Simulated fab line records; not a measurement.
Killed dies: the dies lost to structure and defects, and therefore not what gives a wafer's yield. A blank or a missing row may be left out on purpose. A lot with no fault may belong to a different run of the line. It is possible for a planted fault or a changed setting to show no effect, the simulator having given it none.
fab line records -- flow sky130 -- part 1 of 2: steps 1 to 33 of 44
[record] lots = 5, wafers = 15, last-day = 49
route steps=708 shown LDD_N@254 LDD_P@255 LDD_HVN@267 LDD_HVP@278 LDD_LDN@289
lots with no fault: from the same line, run without faults
start-h: hours from the record's opening day to when the first of the lot's shown wafers began -- wait-h: how many hours have passed since the lot's step before this one -- " repeats the value in the row above -- L1.1+2: one row covering several wafers at once -- - either no value or no given start -- * or withheld: withheld -- < > ~ a bound
route shown NAME@n: NAME is a module with steps in the file, n the number in the route of the first one -- usual: mean and standard deviation over wafers with no fault -- same: alike in all rows -- chamber/n: place in a boat -- sites: the reading at each site -- _std_site: the standard deviation of these -- _edge_site: the outer-site mean with the inner-site mean subtracted -- radius-mm: for every site, how far away it sits from the centre of the wafer -- mask NAME#n: copy n -- behind: tool/chamber where the wafer was last shaped -- hold: cause of the lot's hold/its duration in hours/its outcome -- device: names the non-switching transistor (n, p or np) -- end of line: the same wafers' tests at the end of the route -- a step given without rows: its recipe and nothing more -- killed: the dies lost at the first sort to structure and to defects; this is not the yield of the wafer -- map: dies across one wafer; x = killed, . = not, _ = none there
set.NAME: the setting as run; set.NAME@STEP: as run at that earlier step -- model.NAME: the simulator's own value behind a step, which no gauge read
lots seen at some steps along the route; tables by step, rows by wafer
services: from which hour (start-h, from the record's first day; less than 0 if before it) a tool's chamber was out of use, for how many hours, and why
[[steps]]
[step SKY_LDD_N_TW_MEAS_17]
[usual] LDD_N_TW = 2584/17
lot.wafer,tool,chamber,start-h,wait-h,LDD_N_TW
L074.1,film-metro-01,-,408.72,0.1,2602
L074.3,film-metro-01,-,408.72,0.1,2599
L074.6,film-metro-01,-,408.72,0.1,2604
L076.2,film-metro-02,-,423.68,0.1,2562
L076.4,film-metro-02,-,423.68,0.1,2565
L076.6,film-metro-02,-,423.68,0.1,2573
L080.2,film-metro-03,-,469.66,0.1,2584
L080.3,film-metro-03,-,469.66,0.1,2582
L080.5,film-metro-03,-,469.66,0.1,2590
L088.2,film-metro-02,-,527.56,0.1,2575
L088.5,film-metro-02,-,527.56,0.1,2575
L088.6,film-metro-02,-,527.56,0.1,2579
L092.1,film-metro-03,-,565.45,0.1,2605
L092.2,film-metro-03,-,565.45,0.1,2612
L092.3,film-metro-03,-,565.45,0.1,2600
[step SKY_LDD_P_DEHYDRATE_00]
[recipe] temp-c = 200, time-s = 60
lot.wafer,tool,chamber,start-h,wait-h
L074.1+3+6,litho-track-03,0,422.34,13.6
L076.2+4+6,litho-track-01,0,438.49,14.8
L080.2+3+5,litho-track-01,0,484.28,14.6
L088.2+5+6,litho-track-01,0,541.33,13.8
L092.1+2+3,litho-track-04,0,579.20,13.7
[step SKY_LDD_P_HMDS_01]
[recipe] prime-time-s = 60, prime-temp-c = 120
lot.wafer,tool,chamber,start-h,wait-h
L074.1+3+6,litho-track-03,0,422.49,0.1
L076.2+4+6,litho-track-01,0,438.64,0.1
L080.2+3+5,litho-track-01,0,484.43,0.1
L088.2+5+6,litho-track-01,0,541.48,0.1
L092.1+2+3,litho-track-04,0,579.35,0.1
[step SKY_LDD_P_COAT_02]
[recipe] resist = NOVOLAK, spin-rpm = 3000, resist-thk-nm = 1140
lot.wafer,tool,chamber,start-h,wait-h
L074.1+3+6,litho-track-03,0,422.64,0.1
L076.2+4+6,litho-track-01,0,438.79,0.1
L080.2+3+5,litho-track-01,0,484.58,0.1
L088.2+5+6,litho-track-01,0,541.63,0.1
L092.1+2+3,litho-track-04,0,579.50,0.1
[step SKY_LDD_P_SOFTBAKE_03]
[recipe] temp-c = 90, time-s = 60, resist = NOVOLAK
lot.wafer,tool,chamber,start-h,wait-h
L074.1+3+6,litho-track-03,0,422.79,0.1
L076.2+4+6,litho-track-01,0,438.94,0.1
L080.2+3+5,litho-track-01,0,484.73,0.1
L088.2+5+6,litho-track-01,0,541.78,0.1
L092.1+2+3,litho-track-04,0,579.65,0.1
[step SKY_LDD_P_EXPOSE_04]
[recipe] mask-id = PSDM, na = 0.6, source-shape = conventional, sigma-outer = 0.6, polarization = unpolarized, target-cd-nm = 380, dose-mj = 138
[usual] focus-offset-nm = 0.1/0.49
lot.wafer,tool,chamber,start-h,wait-h,mask,focus-offset-nm
L074.1,iline-stepper-01,0,-,-,PSDM#0,0.1
L074.3,iline-stepper-01,0,-,-,PSDM#0,0.4
L074.6,iline-stepper-01,0,-,-,PSDM#0,0.2
L076.2,iline-stepper-01,0,-,-,PSDM#0,-0.2
L076.4,iline-stepper-01,0,-,-,PSDM#0,-1.1
L076.6,iline-stepper-01,0,-,-,PSDM#0,-0.4
L080.2,iline-stepper-01,0,-,-,PSDM#0,1.0
L080.3,iline-stepper-01,0,-,-,PSDM#0,0.9
L080.5,iline-stepper-01,0,-,-,PSDM#0,0.7
L088.2,iline-stepper-02,0,-,-,PSDM#0,0.3
L088.5,iline-stepper-02,0,-,-,PSDM#0,0.6
L088.6,iline-stepper-02,0,-,-,PSDM#0,0.9
L092.1,iline-stepper-01,0,-,-,PSDM#0,-0.2
L092.2,iline-stepper-01,0,-,-,PSDM#0,0.0
L092.3,iline-stepper-01,0,-,-,PSDM#0,-0.4
[step SKY_LDD_P_PEB_05]
[recipe] temp-c = withheld, time-s = *, resist = NOVOLAK
lot.wafer,tool,chamber,start-h,wait-h
L074.1+3+6,litho-track-04,0,-,-
L076.2+4+6,litho-track-01,0,-,-
L080.2+3+5,litho-track-01,0,-,-
L088.2+5+6,litho-track-01,0,-,-
L092.1+2+3,litho-track-01,0,-,-
[step SKY_LDD_P_DEVELOP_06]
[recipe] resist = NOVOLAK, developer = TMAH, develop-time-s = 60, dev-temp-c = 23
lot.wafer,tool,chamber,start-h,wait-h
L074.1+3+6,litho-track-04,0,438.36,0.1
L076.2+4+6,litho-track-01,0,453.63,0.1
L080.2+3+5,litho-track-01,0,500.48,0.1
L088.2+5+6,litho-track-01,0,556.48,0.1
L092.1+2+3,litho-track-01,0,594.71,0.1
[step SKY_LDD_P_CD_MEAS_07]
[recipe] target-cd-nm = 380
[usual] cd-nm = 380.8/2.5
lot.wafer,tool,chamber,start-h,wait-h,cd-nm
L074.1,cd-sem-01,-,438.51,0.1,383.1
L074.3,cd-sem-01,-,438.51,0.1,384.2
L074.6,cd-sem-01,-,438.51,0.1,383.8
L076.2,cd-sem-02,-,453.78,0.1,383.9
L076.4,cd-sem-02,-,453.78,0.1,384.0
L076.6,cd-sem-02,-,453.78,0.1,383.1
L080.2,cd-sem-02,-,500.63,0.1,380.9
L080.3,cd-sem-02,-,500.63,0.1,382.3
L080.5,cd-sem-02,-,500.63,0.1,379.4
L088.2,cd-sem-01,-,556.63,0.1,379.6
L088.5,cd-sem-01,-,556.63,0.1,377.2
L088.6,cd-sem-01,-,556.63,0.1,379.5
L092.1,cd-sem-01,-,594.86,0.1,380.3
L092.2,cd-sem-01,-,594.86,0.1,379.1
L092.3,cd-sem-01,-,594.86,0.1,379.6
[step SKY_LDD_P_OVL_MEAS_08]
[usual] LDD_P_OVL = 0.1/1.3
lot.wafer,tool,chamber,start-h,wait-h,LDD_P_OVL[nm]
L074.1,overlay-02,-,438.63,0.1,-1.7
L074.3,overlay-02,-,438.63,0.1,-2.7
L074.6,overlay-02,-,438.63,0.1,-2.3
L076.2,overlay-02,-,453.89,0.1,-0.6
L076.4,overlay-02,-,453.89,0.1,-0.5
L076.6,overlay-02,-,453.89,0.1,0.4
L080.2,overlay-01,-,500.74,0.1,-0.8
L080.3,overlay-01,-,500.74,0.1,-0.6
L080.5,overlay-01,-,500.74,0.1,-0.2
L088.2,overlay-01,-,556.74,0.1,-1.4
L088.5,overlay-01,-,556.74,0.1,0.1
L088.6,overlay-01,-,556.74,0.1,-1.1
L092.1,overlay-01,-,594.98,0.1,-0.4
L092.2,overlay-01,-,594.98,0.1,-0.9
L092.3,overlay-01,-,594.98,0.1,0.2
[step SKY_LDD_P_IMPLANT_09]
[recipe] species = BF2, energy-kev = 25, dose-cm2 = 1e+13, tilt-deg = withheld
[usual] beam-energy-keV = 25.001/0.0072
lot.wafer,tool,chamber,start-h,wait-h,beam-energy-keV
L074.1,implanter-02,0,438.66,0.0,25.006
L074.3,implanter-02,0,438.66,0.0,25.020
L074.6,implanter-02,0,438.66,0.0,25.016
L076.2,implanter-01,0,453.94,0.0,24.994
L076.4,implanter-01,0,453.94,0.0,24.996
L076.6,implanter-01,0,453.94,0.0,25.000
L080.2,implanter-03,0,500.79,0.0,25.006
L080.3,implanter-03,0,500.79,0.0,24.998
L080.5,implanter-03,0,500.79,0.0,25.016
L088.2,implanter-03,0,556.79,0.0,25.003
L088.5,implanter-03,0,556.79,0.0,24.999
L088.6,implanter-03,0,556.79,0.0,24.992
L092.1,implanter-03,0,595.02,0.0,24.998
L092.2,implanter-03,0,595.02,0.0,24.991
L092.3,implanter-03,0,595.02,0.0,25.009
[step SKY_LDD_P_STRIP_10]
[recipe] chemistry = O2/N2, power-w = 1400, pressure-mtorr = 1500, platen-temp-c = withheld, o2-flow-sccm = 3000, n2-flow-sccm = 300, overash-fraction = 0.5
[usual] chamber-pressure-mTorr = 1500.1/1.3, drypump-motor-current-A = 5.98/0.27, n2-flow-sccm = 299.9/0.96, oes-product-au = 0.716/0.0041, strip-time-to-endpoint-s = 14.16/0.033
lot.wafer,tool,chamber,start-h,wait-h,chamber-pressure-mTorr,drypump-motor-current-A,n2-flow-sccm,oes-product-au,rf-hours-counter-h,strip-time-to-endpoint-s
L074.1,plasma-asher-02,0,438.81,0.1,1498.3,5.74,299.3,0.722,1,14.15
L074.3,plasma-asher-02,0,438.81,0.1,1500.7,5.73,299.1,0.709,-,14.16
L074.6,plasma-asher-02,0,438.81,0.1,1497.9,5.74,299.0,0.718,-,14.19
L076.2,plasma-asher-02,0,454.07,0.1,1499.8,5.73,300.4,0.709,2,14.12
L076.4,plasma-asher-02,1,454.07,0.1,1500.1,6.24,300.3,0.711,-,14.15
L076.6,plasma-asher-02,1,454.07,0.1,1497.9,6.24,300.7,0.717,-,14.18
L080.2,plasma-asher-01,1,500.92,0.1,1498.3,5.70,300.8,0.720,83,14.23
L080.3,plasma-asher-01,0,500.92,0.1,1498.3,5.91,300.5,0.711,-,14.19
L080.5,plasma-asher-01,0,500.92,0.1,1501.6,5.93,300.0,0.720,-,14.21
L088.2,plasma-asher-02,1,556.92,0.1,1499.9,6.28,301.9,0.719,12,14.17
L088.5,plasma-asher-02,1,556.92,0.1,1500.3,6.27,301.3,0.716,-,14.16
L088.6,plasma-asher-02,0,556.92,0.1,1497.9,5.71,299.1,0.717,-,14.17
L092.1,plasma-asher-01,1,595.17,0.1,1501.6,5.68,299.4,0.715,93,14.19
L092.2,plasma-asher-01,0,595.17,0.1,1501.4,5.92,298.4,0.716,93,14.17
L092.3,plasma-asher-01,0,595.17,0.1,1501.6,5.94,299.3,0.720,-,14.23
[step SKY_LDD_P_TW_MEAS_11]
[usual] LDD_P_TW = 633/4.5
lot.wafer,tool,chamber,start-h,wait-h,LDD_P_TW
L074.1,film-metro-04,-,438.91,0.1,633
L074.3,film-metro-04,-,438.91,0.1,635
L074.6,film-metro-04,-,438.91,0.1,637
L076.2,film-metro-04,-,454.18,0.1,636
L076.4,film-metro-04,-,454.18,0.1,636
L076.6,film-metro-04,-,454.18,0.1,636
L080.2,film-metro-02,-,501.03,0.1,633
L080.3,film-metro-02,-,501.03,0.1,629
L080.5,film-metro-02,-,501.03,0.1,629
L088.2,film-metro-01,-,557.03,0.1,636
L088.5,film-metro-01,-,557.03,0.1,641
L088.6,film-metro-01,-,557.03,0.1,637
L092.1,film-metro-04,-,595.27,0.1,627
L092.2,film-metro-04,-,595.27,0.1,628
L092.3,film-metro-04,-,595.27,0.1,627
[step SKY_LDD_HVN_DEHYDRATE_00]
[recipe] temp-c = 200, time-s = 60
lot.wafer,tool,chamber,start-h,wait-h
L074.1+3+6,litho-track-02,0,453.31,14.4
L076.2+4+6,litho-track-03,0,469.51,15.3
L080.2+3+5,litho-track-01,0,515.53,14.5
L088.2+5+6,litho-track-03,0,571.21,14.2
L092.1+2+3,litho-track-01,0,608.71,13.4
[step SKY_LDD_HVN_HMDS_01]
[recipe] prime-time-s = 60, prime-temp-c = 120
lot.wafer,tool,chamber,start-h,wait-h
L074.1+3+6,litho-track-02,0,453.46,0.1
L076.2+4+6,litho-track-03,0,469.66,0.1
L080.2+3+5,litho-track-01,0,515.68,0.1
L088.2+5+6,litho-track-03,0,571.36,0.1
L092.1+2+3,litho-track-01,0,608.86,0.1
[step SKY_LDD_HVN_COAT_02]
[recipe] resist = NOVOLAK, spin-rpm = 3000, resist-thk-nm = 300
lot.wafer,tool,chamber,start-h,wait-h
L074.1+3+6,litho-track-02,0,453.61,0.1
L076.2+4+6,litho-track-03,0,469.81,0.1
L080.2+3+5,litho-track-01,0,515.83,0.1
L088.2+5+6,litho-track-03,0,571.51,0.1
L092.1+2+3,litho-track-01,0,609.01,0.1
[step SKY_LDD_HVN_SOFTBAKE_03]
[recipe] temp-c = 90, time-s = 60, resist = NOVOLAK
lot.wafer,tool,chamber,start-h,wait-h
L074.1+3+6,litho-track-02,0,453.76,0.1
L076.2+4+6,litho-track-03,0,469.96,0.1
L080.2+3+5,litho-track-01,0,515.98,0.1
L088.2+5+6,litho-track-03,0,571.66,0.1
L092.1+2+3,litho-track-01,0,609.16,0.1
[step SKY_LDD_HVN_EXPOSE_04]
[recipe] mask-id = HVNTM, na = 0.6, source-shape = conventional, sigma-outer = 0.6, polarization = unpolarized, target-cd-nm = 700, dose-mj = 127
[usual] focus-offset-nm = 0.1/0.47
lot.wafer,tool,chamber,start-h,wait-h,mask,focus-offset-nm
L074.1,iline-stepper-02,0,-,-,HVNTM#0,0.2
L074.3,iline-stepper-02,0,-,-,HVNTM#0,0.4
L074.6,iline-stepper-02,0,-,-,HVNTM#0,-0.1
L076.2,iline-stepper-01,0,-,-,HVNTM#0,0.8
L076.4,iline-stepper-01,0,-,-,HVNTM#0,-0.1
L076.6,iline-stepper-01,0,-,-,HVNTM#0,0.5
L080.2,iline-stepper-02,0,-,-,HVNTM#0,0.4
L080.3,iline-stepper-02,0,-,-,HVNTM#0,0.2
L080.5,iline-stepper-02,0,-,-,HVNTM#0,0.8
L088.2,iline-stepper-01,0,-,-,HVNTM#0,0.1
L088.5,iline-stepper-01,0,-,-,HVNTM#0,-0.6
L088.6,iline-stepper-01,0,-,-,HVNTM#0,-0.7
L092.1,iline-stepper-01,0,-,-,HVNTM#0,0.5
L092.2,iline-stepper-01,0,-,-,HVNTM#0,0.6
L092.3,iline-stepper-01,0,-,-,HVNTM#0,1.4
[step SKY_LDD_HVN_PEB_05]
[recipe] temp-c = withheld, time-s = *, resist = NOVOLAK
lot.wafer,tool,chamber,start-h,wait-h
L074.1+3+6,litho-track-03,0,-,-
L076.2+4+6,litho-track-03,0,-,-
L080.2+3+5,litho-track-02,0,-,-
L088.2+5+6,litho-track-01,0,-,-
L092.1+2+3,litho-track-03,0,-,-
[step SKY_LDD_HVN_DEVELOP_06]
[recipe] resist = NOVOLAK, developer = TMAH, develop-time-s = 60, dev-temp-c = 23
lot.wafer,tool,chamber,start-h,wait-h
L074.1+3+6,litho-track-03,0,469.34,0.1
L076.2+4+6,litho-track-03,0,484.91,0.1
L080.2+3+5,litho-track-02,0,531.44,0.1
L088.2+5+6,litho-track-01,0,586.13,0.1
L092.1+2+3,litho-track-03,0,623.69,0.1
[step SKY_LDD_HVN_OVL_MEAS_07]
[usual] LDD_HVN_OVL = 0.6/1.5
lot.wafer,tool,chamber,start-h,wait-h,LDD_HVN_OVL[nm]
L074.1,overlay-02,-,469.49,0.1,1.0
L074.3,overlay-02,-,469.49,0.1,-0.6
L074.6,overlay-02,-,469.49,0.1,-0.1
L076.2,overlay-01,-,485.04,0.1,-1.3
L076.4,overlay-01,-,485.04,0.1,-0.3
L076.6,overlay-01,-,485.04,0.1,-1.3
L080.2,overlay-01,-,531.57,0.1,-0.3
L080.3,overlay-01,-,531.57,0.1,-1.2
L080.5,overlay-01,-,531.57,0.1,-0.8
L088.2,overlay-01,-,586.27,0.1,1.2
L088.5,overlay-01,-,586.27,0.1,1.9
L088.6,overlay-01,-,586.27,0.1,1.8
L092.1,overlay-01,-,623.84,0.1,1.0
L092.2,overlay-01,-,623.84,0.1,2.2
L092.3,overlay-01,-,623.84,0.1,1.5
[step SKY_LDD_HVN_IMPLANT_08]
[recipe] species = P, energy-kev = 60, dose-cm2 = 3e+13, tilt-deg = 40
[usual] beam-energy-keV = 59.999/0.019
lot.wafer,tool,chamber,start-h,wait-h,beam-energy-keV
L074.1,implanter-02,0,469.52,0.0,59.969
L074.3,implanter-02,0,469.52,0.0,60.006
L074.6,implanter-02,0,469.52,0.0,59.990
L076.2,implanter-03,0,485.10,0.0,59.991
L076.4,implanter-03,0,485.10,0.0,60.004
L076.6,implanter-03,0,485.10,0.0,59.993
L080.2,implanter-03,0,531.62,0.0,60.002
L080.3,implanter-03,0,531.62,0.0,59.994
L080.5,implanter-03,0,531.62,0.0,60.020
L088.2,implanter-03,0,586.32,0.0,60.005
L088.5,implanter-03,0,586.32,0.0,60.005
L088.6,implanter-03,0,586.32,0.0,60.025
L092.1,implanter-04,0,623.87,0.0,59.980
L092.2,implanter-04,0,623.87,0.0,60.013
L092.3,implanter-04,0,623.87,0.0,60.010
[step SKY_LDD_HVN_STRIP_09]
[recipe] chemistry = O2/N2, power-w = 1400, pressure-mtorr = 1500, platen-temp-c = withheld, o2-flow-sccm = 3000, n2-flow-sccm = 300, overash-fraction = 0.5
[usual] chamber-pressure-mTorr = 1499.9/1.3, drypump-motor-current-A = 5.9/0.35, n2-flow-sccm = 300.0/0.9, oes-product-au = 0.409/0.0048, strip-time-to-endpoint-s = 4.127/0.015
lot.wafer,tool,chamber,start-h,wait-h,chamber-pressure-mTorr,drypump-motor-current-A,n2-flow-sccm,oes-product-au,rf-hours-counter-h,strip-time-to-endpoint-s
L074.1,plasma-asher-04,0,469.67,0.1,1499.8,5.9,299.4,0.418,34,4.148
L074.3,plasma-asher-04,0,469.67,0.1,1499.4,6.0,300.6,0.409,-,4.156
L074.6,plasma-asher-04,1,469.67,0.1,1499.2,6.4,298.6,0.403,-,4.102
L076.2,plasma-asher-04,1,485.22,0.1,1501.5,6.4,301.1,0.405,36,4.136
L076.4,plasma-asher-04,1,485.22,0.1,1501.7,6.4,300.4,0.417,-,4.151
L076.6,plasma-asher-04,0,485.22,0.1,1499.5,5.9,299.2,0.413,-,4.142
L080.2,plasma-asher-04,1,531.75,0.1,1499.0,6.4,299.4,0.403,40,4.140
L080.3,plasma-asher-04,1,531.75,0.1,1497.0,6.4,300.2,0.410,-,4.134
L080.5,plasma-asher-04,1,531.75,0.1,1501.1,6.4,300.7,0.411,-,4.104
L088.2,plasma-asher-03,1,586.45,0.1,1501.7,5.5,299.4,0.409,77,4.126
L088.5,plasma-asher-03,0,586.45,0.1,1499.4,5.5,300.0,0.412,-,4.123
L088.6,plasma-asher-03,1,586.45,0.1,1499.2,5.5,299.3,0.409,-,4.131
L092.1,plasma-asher-02,1,624.02,0.1,1500.5,6.3,300.6,0.408,19,4.098
L092.2,plasma-asher-02,0,624.02,0.1,1498.7,5.7,298.8,0.399,19,4.097
L092.3,plasma-asher-02,1,624.02,0.1,1498.8,6.3,299.9,0.408,-,4.099
[step SKY_LDD_HVN_TW_MEAS_10]
[usual] LDD_HVN_TW = 1439/9.3
lot.wafer,tool,chamber,start-h,wait-h,LDD_HVN_TW
L074.1,film-metro-04,-,469.77,0.1,1425
L074.3,film-metro-04,-,469.77,0.1,1425
L074.6,film-metro-04,-,469.77,0.1,1422
L076.2,film-metro-01,-,485.33,0.1,1454
L076.4,film-metro-01,-,485.33,0.1,1457
L076.6,film-metro-01,-,485.33,0.1,1458
L080.2,film-metro-01,-,531.86,0.1,1434
L080.3,film-metro-01,-,531.86,0.1,1443
L080.5,film-metro-01,-,531.86,0.1,1438
L088.2,film-metro-01,-,586.56,0.1,1433
L088.5,film-metro-01,-,586.56,0.1,1440
L088.6,film-metro-01,-,586.56,0.1,1444
L092.1,film-metro-01,-,624.17,0.1,1438
L092.2,film-metro-01,-,624.17,0.1,1432
L092.3,film-metro-01,-,624.17,0.1,1434
[step SKY_LDD_HVP_DEHYDRATE_00]
[recipe] temp-c = 200, time-s = 60
lot.wafer,tool,chamber,start-h,wait-h
L074.1+3+6,litho-track-02,0,484.36,14.6
L076.2+4+6,litho-track-02,0,500.54,15.2
L080.2+3+5,litho-track-02,0,545.94,14.1
L088.2+5+6,litho-track-01,0,600.63,14.1
L092.1+2+3,litho-track-01,0,637.46,13.3
[step SKY_LDD_HVP_HMDS_01]
[recipe] prime-time-s = 60, prime-temp-c = 120
lot.wafer,tool,chamber,start-h,wait-h
L074.1+3+6,litho-track-02,0,484.51,0.1
L076.2+4+6,litho-track-02,0,500.69,0.1
L080.2+3+5,litho-track-02,0,546.09,0.1
L088.2+5+6,litho-track-01,0,600.78,0.1
L092.1+2+3,litho-track-01,0,637.61,0.1
[step SKY_LDD_HVP_COAT_02]
[recipe] resist = NOVOLAK, spin-rpm = 3000, resist-thk-nm = 300
lot.wafer,tool,chamber,start-h,wait-h
L074.1+3+6,litho-track-02,0,484.66,0.1
L076.2+4+6,litho-track-02,0,500.84,0.1
L080.2+3+5,litho-track-02,0,546.24,0.1
L088.2+5+6,litho-track-01,0,600.93,0.1
L092.1+2+3,litho-track-01,0,637.76,0.1
[step SKY_LDD_HVP_SOFTBAKE_03]
[recipe] temp-c = 90, time-s = 60, resist = NOVOLAK
lot.wafer,tool,chamber,start-h,wait-h
L074.1+3+6,litho-track-02,0,484.81,0.1
L076.2+4+6,litho-track-02,0,500.99,0.1
L080.2+3+5,litho-track-02,0,546.39,0.1
L088.2+5+6,litho-track-01,0,601.08,0.1
L092.1+2+3,litho-track-01,0,637.91,0.1
[step SKY_LDD_HVP_EXPOSE_04]
[recipe] mask-id = HVPTM, na = 0.6, source-shape = conventional, sigma-outer = 0.6, polarization = unpolarized, target-cd-nm = 700, dose-mj = 86
[usual] focus-offset-nm = 0.0/0.47
lot.wafer,tool,chamber,start-h,wait-h,mask,focus-offset-nm
L074.1,iline-stepper-01,0,-,-,HVPTM#0,-0.6
L074.3,iline-stepper-01,0,-,-,HVPTM#0,-0.2
L074.6,iline-stepper-01,0,-,-,HVPTM#0,-0.4
L076.2,iline-stepper-02,0,-,-,HVPTM#0,-0.6
L076.4,iline-stepper-02,0,-,-,HVPTM#0,-0.8
L076.6,iline-stepper-02,0,-,-,HVPTM#0,-0.7
L080.2,iline-stepper-01,0,-,-,HVPTM#0,-0.2
L080.3,iline-stepper-01,0,-,-,HVPTM#0,-0.5
L080.5,iline-stepper-01,0,-,-,HVPTM#0,-0.6
L088.2,iline-stepper-02,0,-,-,HVPTM#0,1.0
L088.5,iline-stepper-02,0,-,-,HVPTM#0,0.5
L088.6,iline-stepper-02,0,-,-,HVPTM#0,0.2
L092.1,iline-stepper-02,0,-,-,HVPTM#0,0.3
L092.2,iline-stepper-02,0,-,-,HVPTM#0,0.0
L092.3,iline-stepper-02,0,-,-,HVPTM#0,-0.4
[step SKY_LDD_HVP_PEB_05]
[recipe] temp-c = withheld, time-s = *, resist = NOVOLAK
lot.wafer,tool,chamber,start-h,wait-h
L074.1+3+6,litho-track-04,0,-,-
L076.2+4+6,litho-track-02,0,-,-
L080.2+3+5,litho-track-02,0,-,-
L088.2+5+6,litho-track-01,0,-,-
L092.1+2+3,litho-track-02,0,-,-
[step SKY_LDD_HVP_DEVELOP_06]
[recipe] resist = NOVOLAK, developer = TMAH, develop-time-s = 60, dev-temp-c = 23
lot.wafer,tool,chamber,start-h,wait-h
L074.1+3+6,litho-track-04,0,500.60,0.1
L076.2+4+6,litho-track-02,0,515.74,0.1
L080.2+3+5,litho-track-02,0,561.24,0.1
L088.2+5+6,litho-track-01,0,614.88,0.1
L092.1+2+3,litho-track-02,0,653.01,0.1
[step SKY_LDD_HVP_OVL_MEAS_07]
[usual] LDD_HVP_OVL = 0.8/1.6
lot.wafer,tool,chamber,start-h,wait-h,LDD_HVP_OVL[nm]
L074.1,overlay-02,-,500.75,0.1,-2.0
L074.3,overlay-02,-,500.75,0.1,-0.9
L074.6,overlay-02,-,500.75,0.1,-1.3
L076.2,overlay-02,-,515.87,0.1,0.1
L076.4,overlay-02,-,515.87,0.1,0.5
L076.6,overlay-02,-,515.87,0.1,0.2
L080.2,overlay-02,-,561.37,0.1,1.6
L080.3,overlay-02,-,561.37,0.1,2.5
L080.5,overlay-02,-,561.37,0.1,2.5
L088.2,overlay-01,-,615.02,0.1,-0.7
L088.5,overlay-01,-,615.02,0.1,-0.5
L088.6,overlay-01,-,615.02,0.1,0.4
L092.1,overlay-01,-,653.16,0.1,2.9
L092.2,overlay-01,-,653.16,0.1,2.2
L092.3,overlay-01,-,653.16,0.1,1.2
[step SKY_LDD_HVP_IMPLANT_08]
[recipe] species = B, energy-kev = 20, dose-cm2 = 1.7e+13, tilt-deg = 17.9
[usual] beam-energy-keV = 20.001/0.0064
lot.wafer,tool,chamber,start-h,wait-h,beam-energy-keV
L074.1,implanter-02,0,500.79,0.0,20.005
L074.3,implanter-02,0,500.79,0.0,20.000
L074.6,implanter-02,0,500.79,0.0,19.992
L076.2,implanter-04,0,515.92,0.0,19.994
L076.4,implanter-04,0,515.92,0.0,20.002
L076.6,implanter-04,0,515.92,0.0,19.996
L080.2,implanter-01,0,561.42,0.0,20.004
L080.3,implanter-01,0,561.42,0.0,20.005
L080.5,implanter-01,0,561.42,0.0,20.014
L088.2,implanter-01,0,615.07,0.0,19.988
L088.5,implanter-01,0,615.07,0.0,19.998
L088.6,implanter-01,0,615.07,0.0,19.998
L092.1,implanter-02,0,653.20,0.0,19.989
L092.2,implanter-02,0,653.20,0.0,19.994
L092.3,implanter-02,0,653.20,0.0,20.005
